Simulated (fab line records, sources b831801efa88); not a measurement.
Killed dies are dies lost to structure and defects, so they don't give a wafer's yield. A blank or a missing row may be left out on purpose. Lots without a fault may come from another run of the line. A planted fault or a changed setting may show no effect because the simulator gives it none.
fab line records | flow sky130
record lots=11 wafers=33 last_day=50
route steps=708 shown DNWELL@44 VT_ADJUST_LVTN@115 VT_ADJUST_NCORE@126 POLY_GATE@204 PAD_OPEN@708
lots that met no fault: from a run of the same line without faults
start_h: hours from the record's first day to the start of the lot's first wafer shown | wait_h: hours since the lot's step before | " the same as in the row above | L1.1+2: a row that stands for several wafers | - no value, or no start given | * or withheld: withheld | < > ~ a bound
route shown NAME@n: a module of which the file shows steps, and the number in the route of the first | usual: mean/standard deviation of fault-free wafers | same: alike in all rows | chamber/n: place in a boat | sites: the reading at each site | _std_site: their standard deviation | _edge_site: outer sites' mean less inner sites' | radius_mm: how far each site lies from the wafer's centre | mask NAME#n: copy n | behind: the tool/chamber that last shaped the wafer | hold: why the lot was held/for how many hours/how that ended | device: the transistor (n, p or np) that didn't switch | end of line: the same wafers' tests at the end of the route | a step without rows: its recipe alone | killed: dies lost to structure and defects at the first sort, not the wafer's yield | map: a wafer's dies, x killed, . not, _ none there
set.NAME: the setting as run; set.NAME@STEP: as run at that earlier step | model.NAME: the simulator's own value behind a step, which no gauge read
steps of the route over a sample of lots; a table a step, a row a wafer
services: from which hour (start_h, from the record's first day; less than 0 if before it) a tool's chamber was out of use, for how many hours, and why
## steps
# step SKY_DNWELL_TW_MEAS_09
# usual DNWELL_TW=1117/8.6
# columns lot.wafer tool chamber start_h wait_h DNWELL_TW
L432.2 film_metro-02 - 69.40 0.1 1116
L432.3 " - " " 1121
L432.6 " - " " 1120
L433.3 film_metro-02 - 74.50 0.1 1122
L433.4 " - " " 1122
L433.6 " - " " 1124
L434.1 film_metro-01 - 79.13 0.1 1116
L434.2 " - " " 1121
L434.4 " - " " 1116
L435.3 film_metro-02 - 83.51 0.1 1122
L435.4 " - " " 1120
L435.5 " - " " 1126
L436.3 film_metro-04 - 94.60 0.1 1126
L436.5 " - " " 1130
L436.6 " - " " 1126
L437.2 film_metro-02 - 96.59 0.1 1116
L437.5 " - " " 1121
L437.6 " - " " 1123
L439.3 film_metro-02 - 110.41 0.1 1119
L439.5 " - " " 1119
L439.6 " - " " 1121
L445.1 film_metro-01 - 142.53 0.1 1104
L445.4 " - " " 1105
L445.6 " - " " 1111
L446.1 film_metro-02 - 143.39 0.1 1120
L446.5 " - " " 1126
L446.6 " - " " 1120
L449.1 film_metro-04 - 160.43 0.1 1131
L449.2 " - " " 1124
L449.5 " - " " 1126
L450.3 film_metro-02 - 166.25 0.1 1120
L450.4 " - " " 1117
L450.6 " - " " 1114
# step SKY_VT_ADJUST_LVTN_OVL_MEAS_18
# usual VT_ADJUST_LVTN_01_OVL=-0.7/1.2
# columns lot.wafer tool chamber start_h wait_h VT_ADJUST_LVTN_01_OVL[nm]
L432.2 overlay-01 - 185.34 0.1 -0.5
L432.3 " - " " -0.5
L432.6 " - " " -1.1
L433.3 overlay-01 - 190.69 0.1 -2.7
L433.4 " - " " 0.7
L433.6 " - " " -1.0
L434.1 overlay-01 - 197.09 0.1 -1.8
L434.2 " - " " -0.3
L434.4 " - " " -1.3
L435.3 overlay-01 - 202.39 0.1 -1.4
L435.4 " - " " -1.6
L435.5 " - " " -3.0
L436.3 overlay-02 - 214.74 0.1 -0.3
L436.5 " - " " 0.2
L436.6 " - " " 1.2
L437.2 overlay-01 - 217.38 0.1 -2.6
L437.5 " - " " -1.7
L437.6 " - " " -1.2
L439.3 overlay-01 - 231.85 0.1 -0.9
L439.5 " - " " 0.3
L439.6 " - " " 0.6
L445.1 overlay-01 - 274.53 0.1 -2.4
L445.4 " - " " -1.0
L445.6 " - " " -2.0
L446.1 overlay-02 - 275.59 0.1 -1.1
L446.5 " - " " -0.1
L446.6 " - " " 1.3
L449.1 overlay-01 - 295.64 0.1 0.9
L449.2 " - " " 1.4
L449.5 " - " " -0.2
L450.3 overlay-02 - 302.30 0.1 0.8
L450.4 " - " " 0.2
L450.6 " - " " -0.4
# step SKY_VT_ADJUST_NCORE_CD_MEAS_07
# recipe target_cd_nm=380
# usual cd_nm=380.3/2.4
# columns lot.wafer tool chamber start_h wait_h cd_nm
L432.2 cd_sem-01 - 206.51 0.1 377.5
L432.3 " - " " 379.1
L432.6 " - " " 378.3
L433.3 cd_sem-02 - 211.93 0.1 380.6
L433.4 " - " " 381.7
L433.6 " - " " 381.5
L434.1 cd_sem-02 - 218.39 0.1 377.8
L434.2 " - " " 380.7
L434.4 " - " " 378.2
L435.3 cd_sem-01 - 223.69 0.2 382.3
L435.4 " - " " 381.0
L435.5 " - " " 382.7
L436.3 cd_sem-01 - 236.47 0.1 377.4
L436.5 " - " " 375.9
L436.6 " - " " 377.2
L437.2 cd_sem-02 - 238.85 0.1 379.5
L437.5 " - " " 381.4
L437.6 " - " " 381.8
L439.3 cd_sem-02 - 254.73 0.1 382.8
L439.5 " - " " 385.5
L439.6 " - " " 381.5
L445.1 cd_sem-02 - 299.54 0.1 376.3
L445.4 " - " " 377.3
L445.6 " - " " 378.5
L446.1 cd_sem-02 - 300.79 0.1 378.5
L446.5 " - " " 377.9
L446.6 " - " " 378.1
L449.1 cd_sem-02 - 321.84 0.1 380.2
L449.2 " - " " 381.9
L449.5 " - " " 378.4
L450.3 cd_sem-02 - 328.67 0.1 378.8
L450.4 " - " " 380.1
L450.6 " - " " 381.1
# step SKY_POLY_GATE_CVD_00
# recipe material=poly-Si target_thk_nm=180 temp_c=620 time_s=720 pressure_mtorr=200
# usual spike_tc_bottom_C=639.1/1.5 spike_tc_centre_C=620.3/0.9 spike_tc_lower_C=620.5/1.3 spike_tc_top_C=638.0/1.7 spike_tc_upper_C=621.4/1.4 susceptor_temp_C=619.99/0.26
# columns lot.wafer tool chamber start_h wait_h spike_tc_bottom_C spike_tc_centre_C spike_tc_lower_C spike_tc_top_C spike_tc_upper_C susceptor_temp_C
L432.2 lpcvd-01 0 339.88 0.0 639.5 620.8 621.7 639.5 622.9 620.41
L432.3 " 0 " " 639.9 619.3 621.8 639.4 621.3 620.18
L432.6 " 0 " " 639.7 619.8 621.6 639.0 622.1 620.25
L433.3 lpcvd-01 1 343.36 0.0 638.3 621.7 619.2 637.7 621.2 619.89
L433.4 " 1 " " 639.2 621.0 620.2 637.5 620.5 619.84
L433.6 " 1 " " 638.8 621.3 619.3 636.7 621.2 619.87
L434.1 lpcvd-01 1 351.56 0.0 638.8 621.0 619.1 636.7 621.8 620.05
L434.2 " 1 " " 635.4 620.1 619.2 637.3 621.2 620.01
L434.4 " 1 " " 637.4 620.6 620.9 636.7 619.2 620.29
L435.3 lpcvd-01 1 357.99 0.0 636.5 619.7 619.0 636.1 619.5 619.75
L435.4 " 1 " " 637.7 620.3 619.5 637.2 620.2 619.96
L435.5 " 1 " " 638.6 620.7 620.0 636.1 620.8 619.82
L436.3 lpcvd-01 0 384.28 10.0 639.5 620.4 620.1 638.5 623.3 619.60
L436.5 " 0 " " 641.6 620.6 620.6 640.5 621.2 619.73
L436.6 " 0 " " 639.3 618.9 621.8 637.6 620.7 619.34
L437.2 lpcvd-01 0 384.28 6.1 638.8 620.9 624.0 639.3 622.4 620.24
L437.5 " 0 " " 640.0 620.2 622.5 640.9 622.6 620.42
L437.6 " 0 " " 639.3 619.8 620.5 639.0 621.8 620.27
L439.3 lpcvd-01 0 400.66 0.0 640.9 618.6 620.3 639.1 621.7 619.86
L439.5 " 0 " " 639.7 619.9 623.2 640.3 621.8 619.97
L439.6 " 0 " " 639.3 619.4 622.0 637.5 622.7 619.88
L445.1 lpcvd-01 1 453.22 0.0 609.0 590.9 590.6 610.2 590.1 590.19
L445.4 " 1 " " 607.9 591.0 589.2 608.8 589.8 590.11
L445.6 " 1 " " 609.7 590.1 590.7 607.0 590.5 590.44
L446.1 lpcvd-01 1 454.42 1.1 608.8 591.4 589.0 607.2 592.0 590.08
L446.5 " 1 " " 608.3 589.0 590.2 606.8 591.8 590.02
L446.6 " 1 " " 607.6 589.7 589.6 609.7 590.6 590.08
L449.1 lpcvd-01 0 477.96 0.0 641.5 621.1 620.5 640.5 620.2 620.27
L449.2 " 0 " " 638.9 620.3 622.4 639.8 622.4 620.45
L449.5 " 0 " " 641.4 619.3 620.8 638.9 620.8 620.24
L450.3 lpcvd-01 0 487.92 0.0 640.1 619.7 621.9 638.0 623.5 619.93
L450.4 " 0 " " 641.2 620.8 619.4 640.2 619.2 620.15
L450.6 " 0 " " 643.0 620.3 619.3 637.7 622.0 619.78
# step SKY_POLY_GATE_THK_MEAS_01
# recipe reads=poly-Si_of_POLY_GATE_CVD_00
# usual POLY_GATE_CVD_00_THK=180.3/1.6
# columns lot.wafer tool chamber start_h wait_h POLY_GATE_CVD_00_THK[nm]
L432.2 film_metro-02 - 341.09 0.0 181.5
L432.3 " - " " 179.9
L432.6 " - " " 181.1
L433.3 film_metro-01 - 345.18 0.0 181.2
L433.4 " - " " 179.9
L433.6 " - " " 182.6
L434.1 film_metro-03 - 352.76 0.0 180.5
L434.2 " - " " 180.9
L434.4 " - " " 178.0
L435.3 film_metro-03 - 359.21 0.0 180.8
L435.4 " - " " 177.6
L435.5 " - " " 178.1
L437.2 film_metro-02 - 385.49 0.0 182.7
L437.5 " - " " 181.0
L437.6 " - " " 182.0
L436.3 film_metro-01 - 385.50 0.0 179.4
L436.5 " - " " 180.1
L436.6 " - " " 180.0
L439.3 film_metro-02 - 401.88 0.0 180.8
L439.5 " - " " 182.4
L439.6 " - " " 179.6
L445.1 film_metro-01 - 454.42 0.0 87.4
L445.4 " - " " 88.2
L445.6 " - " " 87.6
L446.1 film_metro-03 - 455.62 0.0 88.7
L446.5 " - " " 87.9
L446.6 " - " " 87.7
L449.1 film_metro-02 - 479.16 0.0 179.1
L449.2 " - " " 180.5
L449.5 " - " " 178.8
L450.3 film_metro-01 - 489.14 0.0 181.2
L450.4 " - " " 180.1
L450.6 " - " " 182.7
# step SKY_POLY_GATE_ETCH_17
# recipe target_depth_nm=180 stop_on=SiO2 over_etch_frac=0.56667 chemistry=HBr/Cl2 target=poly-Si icp_w=400 bias_w=100 pressure_mtorr=10 HBr_flow_sccm=150 Cl2_flow_sccm=50 time_s=70.5
# usual drypump_motor_current_A=6.0/0.58 oes_product_au=0.983/0.0079 throttle_valve_pct=33.685/0.01
# columns lot.wafer tool chamber start_h wait_h drypump_motor_current_A oes_product_au rf_hours_counter_h throttle_valve_pct
L432.2 rie_si-02 0 399.32 0.0 6.7 0.981 2 33.683
L432.3 " 3 " " 5.1 0.985 3 33.701
L432.6 " 1 " " 5.7 0.974 - 33.699
L433.3 rie_si-02 1 404.56 0.0 5.7 0.985 42 33.694
L433.4 " 0 " " 6.7 0.969 2 33.686
L433.6 " 3 " " 5.1 0.980 - 33.680
L434.1 rie_si-02 1 412.42 0.0 5.7 0.977 42 33.683
L434.2 " 2 " " 6.1 0.984 0 33.703
L434.4 " 0 " " 6.7 0.979 2 33.697
L435.3 rie_si-01 2 421.61 0.0 6.4 0.990 0 33.692
L435.4 " 0 " " 6.5 0.982 1 33.700
L435.5 " 1 " " 4.9 0.974 - 33.689
L436.3 rie_si-01 3 451.66 0.0 6.1 0.983 3 33.696
L436.5 " 2 " " 6.4 0.996 - 33.688
L436.6 " 1 " " 4.9 0.973 - 33.694
L437.2 rie_si-02 2 451.92 0.0 6.1 0.993 1 33.703
L437.5 " 1 " " 5.7 0.978 - 33.690
L437.6 " 2 " " 6.1 0.995 - 33.671
L439.3 rie_si-02 3 466.17 0.0 5.1 0.987 4 33.688
L439.5 " 2 " " 6.1 0.990 - 33.680
L439.6 " 3 " " 5.1 0.961 - 33.671
L445.1 rie_si-02 3 516.82 0.0 5.1 0.623 4 33.706
L445.4 " 0 " " 6.7 0.625 3 33.685
L445.6 " 1 " " 5.7 0.635 - 33.678
L446.1 rie_si-01 1 518.84 0.0 4.9 0.627 0 33.686
L446.5 " 2 " " 6.4 0.627 - 33.693
L446.6 " 1 " " 4.9 0.623 - 33.684
L449.1 rie_si-02 3 542.77 0.0 5.1 0.984 4 33.687
L449.2 " 1 " " 5.7 0.992 43 33.681
L449.5 " 0 " " 6.7 0.990 - 33.684
L450.3 rie_si-01 2 551.52 0.0 6.4 0.996 1 33.682
L450.4 " 3 " " 6.1 0.979 4 33.682
L450.6 " 1 " " 4.9 0.991 - 33.676
# step SKY_PAD_OPEN_PROBE_99
# usual killed_at_M0_to_M3=43/7.7 killed_at_M4_up=2.9/1.7 killed_at_contacts=24/5.5 killed_at_front_end=15/4 killed_at_other=0.4/0.66 killed_dies=86/9.4 killed_open=47/6.7 killed_short=38/6.2
# same gross_dies=492 killed_at_back_side=0
# columns lot.wafer tool chamber start_h wait_h killed_at_M0_to_M3 killed_at_M4_up killed_at_contacts killed_at_front_end killed_at_other killed_dies killed_open killed_short
L432.2 prober-01 - 1094.50 0.1 47 1 14 21 0 83 50 33
L432.3 prober-01 - 1094.55 0.2 38 4 24 15 0 81 38 43
L432.6 prober-01 - 1094.70 0.2 38 5 24 12 0 79 45 34
# killed by level:class
L432.2 VIA3:geometric_particle:open=9 VIA1:geometric_particle:open=8 METAL2:geometric_particle:short=7 FIELD_ISO:geometric_particle:short=6 FIELD_ISO:geometric_particle:open=6 LI_CONTACT:geometric_particle:open=6 CONTACT:geometric_particle:open=5 METAL1:geometric_particle:open=5
L432.3 CONTACT:geometric_particle:open=9 VIA1:geometric_particle:open=8 LOCAL_INTERCONNECT:geometric_particle:short=7 FIELD_ISO:geometric_particle:open=6 FIELD_ISO:geometric_particle:short=6 VIA3:geometric_particle:open=6 METAL1:geometric_particle:short=5 METAL2:geometric_particle:short=5
L432.6 LI_CONTACT:geometric_particle:open=10 VIA2:geometric_particle:open=8 VIA3:geometric_particle:open=7 CONTACT:geometric_particle:open=6 VIA3:geometric_particle:short=5 VIA1:geometric_particle:open=5 FIELD_ISO:geometric_particle:short=4 CONTACT:geometric_particle:short=4
## services
# columns tool chamber start_h hours kind
rie_si-01 2 344.63 - clean
rie_si-01 2 344.63 21.4 scheduled_down
rie_si-01 2 344.63 21.4 vent_cycle
rie_si-02 3 367.68 11.2 repair
lpcvd-01 - 369.68 14.6 pm
rie_si-02 2 378.87 - clean
rie_si-02 2 378.87 17.4 scheduled_down
rie_si-02 2 378.87 17.4 vent_cycle
rie_si-01 1 478.79 - clean
rie_si-01 1 478.79 27.3 scheduled_down
rie_si-01 1 478.79 27.3 vent_cycle
rie_si-01 1 533.03 7.0 repair
## key
first_sign step=SKY_POLY_GATE_CVD_00 reading=susceptor_temp_C direction=down sigmas=99+ usual=* struck=*
effect step=SKY_POLY_GATE_CVD_00 reading=spike_tc_centre_C direction=down sigmas=33 usual=620.3 struck=590.3
effect step=SKY_POLY_GATE_THK_MEAS_01 reading=POLY_GATE_CVD_00_THK direction=down sigmas=59 usual=180.3 struck=87.9
effect step=SKY_POLY_GATE_ETCH_17 reading=oes_product_au direction=down sigmas=45 usual=0.983 struck=0.627
met_at SKY_POLY_GATE_CVD_00
struck_lots L445,L446
struck_wafers L445.1,L445.4,L445.6,L446.1,L446.5,L446.6
tester_left_out L445,L446
not_acting_at SKY_DNWELL_TW_MEAS_09,SKY_VT_ADJUST_LVTN_OVL_MEAS_18,SKY_VT_ADJUST_NCORE_CD_MEAS_07
fault kind=process_parameter_drift tool=lpcvd-01 chamber=1 onset_h=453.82 steps=SKY_POLY_GATE_CVD_00 channel=temp_c offset=* shape=step end_h=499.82 stated=*
# tester_left_out: of these lots the tester's yield and bins aren't shown, on N5 and GAA mostly nor the transistor test; their killed dies are dies lost to structure and defects alone, not to doping, threshold or leakage, so they don't give the yield
